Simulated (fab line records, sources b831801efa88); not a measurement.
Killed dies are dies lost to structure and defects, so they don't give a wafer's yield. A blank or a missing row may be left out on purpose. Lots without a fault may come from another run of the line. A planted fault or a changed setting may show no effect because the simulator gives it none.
Which tool did it? | flow sky130 | 24 lots, 72 wafers sampled, at 5 steps of a route of 708

WHAT THE GAUGES READ, wafer by wafer
SKY_METAL3_CD_MEAS_13: target cd 300 nm.
lot  | measured     | on        | cd_nm (nm)
L074 | day 38 05:46 | cd_sem-02 | 301.5 301.8 300.4
L075 | day 38 07:51 | cd_sem-02 | 300.7 300.2 299.1
L076 | day 38 21:29 | cd_sem-02 | 300.8 301.0 301.1
L077 | day 40 12:01 | cd_sem-02 | 299.0 298.9 300.8
L079 | day 40 20:05 | cd_sem-01 | 297.7 296.1 297.9
L078 | day 40 22:48 | cd_sem-02 | 298.2 297.9 298.1
L080 | day 41 03:36 | cd_sem-02 | 298.9 297.1 297.7
L081 | day 41 09:29 | cd_sem-02 | 298.0 298.6 298.7
L082 | day 41 13:36 | cd_sem-02 | 301.0 299.5 301.8
L084 | day 41 18:01 | cd_sem-02 | 300.0 300.7 300.1
L083 | day 41 18:58 | cd_sem-02 | 299.7 301.0 299.3
L086 | day 42 06:31 | cd_sem-01 | 300.8 300.9 300.1
L085 | day 42 09:22 | cd_sem-02 | 296.6 297.2 298.4
L087 | day 42 12:23 | cd_sem-01 | 301.2 300.8 302.0
L088 | day 42 20:23 | cd_sem-02 | 299.3 299.9 297.6
L089 | day 42 23:34 | cd_sem-01 | 299.3 297.9 298.7
L090 | day 43 07:37 | cd_sem-02 | 299.8 299.1 298.8
L091 | day 43 08:47 | cd_sem-02 | 297.8 297.1 297.8
L092 | day 43 16:16 | cd_sem-02 | 300.6 301.5 300.2
L093 | day 43 21:10 | cd_sem-01 | 300.6 300.0 299.5
L094 | day 44 09:38 | cd_sem-01 | 302.8 304.5 303.6
L095 | day 44 15:14 | cd_sem-01 | 300.3 301.1 301.9
L096 | day 44 17:01 | cd_sem-01 | 301.4 300.5 301.8
L097 | day 44 23:04 | cd_sem-02 | 298.5 300.2 298.2

SKY_VIA3_OVL_MEAS_13.
lot  | measured     | on         | VIA3_OVL (nm)
L074 | day 39 08:31 | overlay-01 | 14 5 10
L075 | day 39 09:54 | overlay-01 | -10 -8 0
L076 | day 39 23:58 | overlay-02 | 3 10 3
L077 | day 41 14:12 | overlay-02 | -8 -6 -6
L079 | day 41 22:04 | overlay-01 | 5 2 3
L078 | day 42 00:49 | overlay-01 | 5 5 7
L080 | day 42 05:31 | overlay-01 | 5 5 1
L081 | day 42 10:59 | overlay-01 | 1 -2 -1
L082 | day 42 14:45 | overlay-02 | -6 -4 2
L084 | day 42 18:41 | overlay-01 | -4 -3 -4
L083 | day 42 20:09 | overlay-02 | -3 2 -4
L086 | day 43 07:09 | overlay-02 | -6 -6 0
L085 | day 43 10:21 | overlay-01 | 9 10 2
L087 | day 43 12:27 | overlay-02 | 6 -1 -1
L088 | day 43 20:09 | overlay-02 | -4 2 -5
L089 | day 43 23:24 | overlay-01 | 0 1 -1
L090 | day 44 07:37 | overlay-01 | -6 4 -2
L091 | day 44 09:05 | overlay-02 | -3 -1 -2
L092 | day 44 16:51 | overlay-02 | 5 2 7
L093 | day 44 21:08 | overlay-01 | 7 2 -4
L094 | day 45 09:15 | overlay-01 | 4 4 -1
L095 | day 45 14:32 | overlay-01 | -6 -7 3
L096 | day 45 14:55 | overlay-01 | 0 8 0
L097 | day 45 21:33 | overlay-01 | 9 -3 8

SKY_METAL4_OVL_MEAS_14.
lot  | measured     | on         | METAL4_OVL (nm)
L074 | day 41 10:58 | overlay-02 | 3 4 -1
L075 | day 41 13:28 | overlay-02 | 1 7 2
L076 | day 42 02:10 | overlay-01 | -6 1 -11
L077 | day 43 14:22 | overlay-01 | 4 0 0
L079 | day 43 22:40 | overlay-02 | -5 -2 -6
L078 | day 44 00:07 | overlay-02 | 11 7 13
L080 | day 44 05:19 | overlay-02 | 0 4 7
L081 | day 44 10:23 | overlay-01 | 1 -1 1
L082 | day 44 14:27 | overlay-01 | -13 -4 -6
L084 | day 44 17:41 | overlay-01 | 5 -2 -4
L083 | day 44 19:11 | overlay-01 | 1 6 -3
L086 | day 45 05:35 | overlay-01 | 1 12 -3
L085 | day 45 08:33 | overlay-02 | 5 7 9
L087 | day 45 09:59 | overlay-01 | 4 16 3
L088 | day 45 18:29 | overlay-01 | 7 0 3
L089 | day 45 21:28 | overlay-01 | 1 0 2
L090 | day 46 04:38 | overlay-01 | -2 -6 -9
L091 | day 46 05:38 | overlay-01 | 6 5 8
L092 | day 46 11:54 | overlay-01 | 3 2 10
L093 | day 46 16:58 | overlay-01 | -4 3 5
L094 | day 47 04:43 | overlay-01 | 0 0 -1
L095 | day 47 10:06 | overlay-01 | -5 -14 -6
L096 | day 47 10:29 | overlay-01 | -7 -9 -6
L097 | day 47 17:43 | overlay-01 | 12 3 12

WHICH TOOL RAN EACH LOT (tool, then ch and the chambers of the sampled wafers, then the start)
lot  | SKY_CAP2M_SPUTTER_02         | SKY_CAP2M_METAL_ETCH_13
L074 | pvd_sputter-03, day 39 10:37 | rie_metal-04 ch 0,1, day 40 10:53
L075 | pvd_sputter-03, day 39 11:37 | rie_metal-02 ch 1, day 40 12:19
L076 | pvd_sputter-03, day 40 01:37 | rie_metal-04 ch 0,1, day 41 01:31
L077 | pvd_sputter-03, day 41 15:49 | rie_metal-04 ch 0,1, day 42 14:59
L079 | pvd_sputter-01, day 41 23:44 | rie_metal-04 ch 1, day 42 23:20
L078 | pvd_sputter-04, day 42 02:27 | rie_metal-04 ch 0,1, day 43 01:23
L080 | pvd_sputter-04, day 42 07:08 | rie_metal-02 ch 1, day 43 06:02
L081 | pvd_sputter-03, day 42 12:38 | rie_metal-03 ch 0,1, day 43 11:21
L082 | pvd_sputter-03, day 42 16:28 | rie_metal-03 ch 0,1, day 43 15:41
L084 | pvd_sputter-03, day 42 20:25 | rie_metal-03 ch 0,1, day 43 18:47
L083 | pvd_sputter-03, day 42 21:50 | rie_metal-04 ch 0,1, day 43 20:20
L086 | pvd_sputter-04, day 43 08:47 | rie_metal-04 ch 0,1, day 44 07:11
L085 | pvd_sputter-03, day 43 11:59 | rie_metal-02 ch 0,1, day 44 10:23
L087 | pvd_sputter-03, day 43 14:12 | rie_metal-04 ch 0, day 44 12:01
L088 | pvd_sputter-01, day 43 21:54 | rie_metal-04 ch 0,1, day 44 20:22
L089 | pvd_sputter-03, day 44 01:35 | rie_metal-02 ch 0,1, day 44 23:59
L090 | pvd_sputter-03, day 44 09:14 | rie_metal-04 ch 0,1, day 45 07:12
L091 | pvd_sputter-01, day 44 10:43 | rie_metal-04 ch 1, day 45 08:39
L092 | pvd_sputter-03, day 44 18:29 | rie_metal-03 ch 0,1, day 45 15:08
L093 | pvd_sputter-04, day 44 22:46 | rie_metal-02 ch 0,1, day 45 20:04
L094 | pvd_sputter-01, day 45 11:02 | rie_metal-02 ch 0,1, day 46 07:36
L095 | pvd_sputter-04, day 45 16:11 | rie_metal-04 ch 0,1, day 46 12:46
L096 | pvd_sputter-01, day 45 16:33 | rie_metal-03 ch 0,1, day 46 13:06
L097 | pvd_sputter-01, day 45 23:11 | rie_metal-03 ch 0,1, day 46 19:37
- SKY_CAP2M_SPUTTER_02: material TiN, target thk 200 nm, time 166.7 s.
- SKY_CAP2M_METAL_ETCH_13: etches TiN in Cl2/BCl3, stops on SiO2, target depth 220 nm, time 62.9 s.

WHAT THE TOOLS THEMSELVES READ (means of the sampled wafers that have a number; where no wafer has one, the mark that the record gives instead)
SKY_CAP2M_SPUTTER_02.
lot  | tool           | throttle_valve_pct (%)
L074 | pvd_sputter-03 | 29.4
L075 | pvd_sputter-03 | 29.5
L076 | pvd_sputter-03 | 29.8
L077 | pvd_sputter-03 | 29.7
L079 | pvd_sputter-01 | 29.8
L078 | pvd_sputter-04 | 28.7
L080 | pvd_sputter-04 | 28.8
L081 | pvd_sputter-03 | 29.4
L082 | pvd_sputter-03 | 29.0
L084 | pvd_sputter-03 | 29.4
L083 | pvd_sputter-03 | 29.8
L086 | pvd_sputter-04 | 28.3
L085 | pvd_sputter-03 | 29.5
L087 | pvd_sputter-03 | 29.7
L088 | pvd_sputter-01 | 29.7
L089 | pvd_sputter-03 | 29.7
L090 | pvd_sputter-03 | 29.4
L091 | pvd_sputter-01 | 29.6
L092 | pvd_sputter-03 | 29.4
L093 | pvd_sputter-04 | 29.3
L094 | pvd_sputter-01 | 29.7
L095 | pvd_sputter-04 | 27.8
L096 | pvd_sputter-01 | 29.7
L097 | pvd_sputter-01 | 29.7

SKY_CAP2M_METAL_ETCH_13.
lot  | tool         | drypump_motor_current_A (A) | mfc_cl2_sccm (sccm) | oes_product_au (a.u.) | throttle_valve_pct (%)
L074 | rie_metal-04 | 5.5                         | 59.95               | 0.934                 | 21.913
L075 | rie_metal-02 | 5.6                         | 59.76               | 0.941                 | 21.893
L076 | rie_metal-04 | 5.7                         | 60.01               | 0.941                 | 21.906
L077 | rie_metal-04 | 5.4                         | 59.83               | 0.943                 | 21.908
L079 | rie_metal-04 | 5.2                         | 59.96               | 0.948                 | 21.886
L078 | rie_metal-04 | 5.7                         | 60.05               | 0.949                 | 21.899
L080 | rie_metal-02 | 5.6                         | 59.96               | 0.944                 | 21.893
L081 | rie_metal-03 | 5.2                         | 59.94               | 0.936                 | 21.898
L082 | rie_metal-03 | 4.9                         | 59.87               | 0.942                 | 21.905
L084 | rie_metal-03 | 5.2                         | 60.10               | 0.937                 | 21.905
L083 | rie_metal-04 | 5.4                         | 60.18               | 0.938                 | 21.905
L086 | rie_metal-04 | 5.7                         | 60.08               | 0.950                 | 21.896
L085 | rie_metal-02 | 5.5                         | 59.93               | 0.944                 | 21.892
L087 | rie_metal-04 | 5.9                         | 59.83               | 0.952                 | 21.893
L088 | rie_metal-04 | 5.7                         | 59.95               | 0.944                 | 21.898
L089 | rie_metal-02 | 5.5                         | 59.92               | 0.936                 | 21.900
L090 | rie_metal-04 | 5.7                         | 60.00               | 0.946                 | 21.894
L091 | rie_metal-04 | 5.3                         | 60.01               | 0.942                 | 21.909
L092 | rie_metal-03 | 4.9                         | 59.90               | 0.941                 | 21.911
L093 | rie_metal-02 | 5.6                         | 60.09               | 0.938                 | 21.904
L094 | rie_metal-02 | 5.6                         | 60.13               | 0.934                 | 21.902
L095 | rie_metal-04 | 5.5                         | 60.06               | 0.943                 | 21.906
L096 | rie_metal-03 | 5.0                         | 60.03               | 0.935                 | 21.914
L097 | rie_metal-03 | 4.9                         | 60.04               | 0.936                 | 21.902

THE ANSWER, worked out from the rows above alone
Rule: what is usual is taken from the lots themselves. Put in order of their means at a reading, lots are off if they are a third of the lots or fewer, leave a main group of 4 or more, and stand apart from it by a gap of 3 or more times the standard deviation of the main group's means; of several such gaps the widest counts. A main group whose means are all the same, to the digits that the tables above print for the reading, isn't used. A lot without any number at a reading at which 4 lots or more have one is off too. The other lots that the step has rows for count as sound. The gauges are gone through in route order, then the tools' own readings, and for those a lot's mean is taken as printed above. The first step at which some lot is off is used, and at that step the reading that is off furthest; a lot without a number counts as furthest.
No lot is off at any reading shown: from this, nothing can be told.

WHAT THE SIMULATOR HAD PUT IN
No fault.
